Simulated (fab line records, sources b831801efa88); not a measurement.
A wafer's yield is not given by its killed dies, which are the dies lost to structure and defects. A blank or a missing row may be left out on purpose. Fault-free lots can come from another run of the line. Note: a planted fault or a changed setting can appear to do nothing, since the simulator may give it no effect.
Matching of chambers / flow sfqLine / SFQ_TRILAYER_I4_CMP_CMP_100 on cmp-02 has 4 sister chambers
The step polishes SiO2. 14 wafers are shown with their chamber, then 7 later ones without.

== WAFERS, EACH WITH ITS CHAMBER ==
wafer=L388.2; chamber=3; motorCurrentA (A)=8.0; timeToEndpointS (s)=210
wafer=L388.5; chamber=1; motorCurrentA (A)=10.2; timeToEndpointS (s)=214
wafer=L388.6; chamber=0; motorCurrentA (A)=10.2; timeToEndpointS (s)=213
wafer=L392.4; chamber=1; motorCurrentA (A)=10.1; timeToEndpointS (s)=222
wafer=L392.5; chamber=1; motorCurrentA (A)=10.8; timeToEndpointS (s)=220
wafer=L392.6; chamber=2; motorCurrentA (A)=11.5; timeToEndpointS (s)=219
wafer=L393.4; chamber=1; motorCurrentA (A)=10.7; timeToEndpointS (s)=219
wafer=L393.3; chamber=3; motorCurrentA (A)=8.6; timeToEndpointS (s)=213
wafer=L393.6; chamber=2; motorCurrentA (A)=11.0; timeToEndpointS (s)=219
wafer=L394.2; chamber=1; motorCurrentA (A)=10.6; timeToEndpointS (s)=208
wafer=L394.3; chamber=2; motorCurrentA (A)=11.6; timeToEndpointS (s)=210
wafer=L394.6; chamber=2; motorCurrentA (A)=11.6; timeToEndpointS (s)=210
wafer=L399.1; chamber=3; motorCurrentA (A)=8.1; timeToEndpointS (s)=229
wafer=L399.3; chamber=2; motorCurrentA (A)=12.0; timeToEndpointS (s)=219

SIGNATURES (averages over the wafers above)
reading=motorCurrentA; chamber 0=10.200; chamber 1=10.480; chamber 2=11.540; chamber 3=8.233; scatter within a chamber=0.333
reading=timeToEndpointS; chamber 0=213.00; chamber 1=216.60; chamber 2=215.40; chamber 3=217.33; scatter within a chamber=6.58
Rule: for each reading, subtract the chamber's mean from the wafer's reading, divide by that reading's scatter and square the result; add these up over the readings and take the root, which gives the wafer's distance from the chamber. If the next closest chamber is less than 2 further off than the closest, the wafer can't be placed; otherwise it belongs to the closest. The scatter: the root of (the sum of the squares of (reading less its chamber's mean) over the shown wafers, divided by (wafers less chambers)).

== WAFERS WHOSE CHAMBER IS MISSING ==
wafer=L399.4; motorCurrentA (A)=10.4; timeToEndpointS (s)=217
wafer=L406.1; motorCurrentA (A)=8.8; timeToEndpointS (s)=211
wafer=L406.2; motorCurrentA (A)=11.3; timeToEndpointS (s)=219
wafer=L406.6; motorCurrentA (A)=8.0; timeToEndpointS (s)=221
wafer=L408.1; motorCurrentA (A)=11.7; timeToEndpointS (s)=211
wafer=L408.3; motorCurrentA (A)=9.9; timeToEndpointS (s)=217
wafer=L408.5; motorCurrentA (A)=8.4; timeToEndpointS (s)=216

== WHICH CHAMBER EACH WENT THROUGH ==
wafer=L399.4; from the rows above=can't be placed: 1 or 0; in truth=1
wafer=L406.1; from the rows above=3; in truth=3
wafer=L406.2; from the rows above=can't be placed: 2 or 1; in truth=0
wafer=L406.6; from the rows above=3; in truth=3
wafer=L408.1; from the rows above=2; in truth=2
wafer=L408.3; from the rows above=can't be placed: 0 or 1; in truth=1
wafer=L408.5; from the rows above=3; in truth=3
Placed correctly: 4 of 7. Can't be placed from these rows: 3 (the true chamber is among the candidates in 2). Wrongly placed: 0.
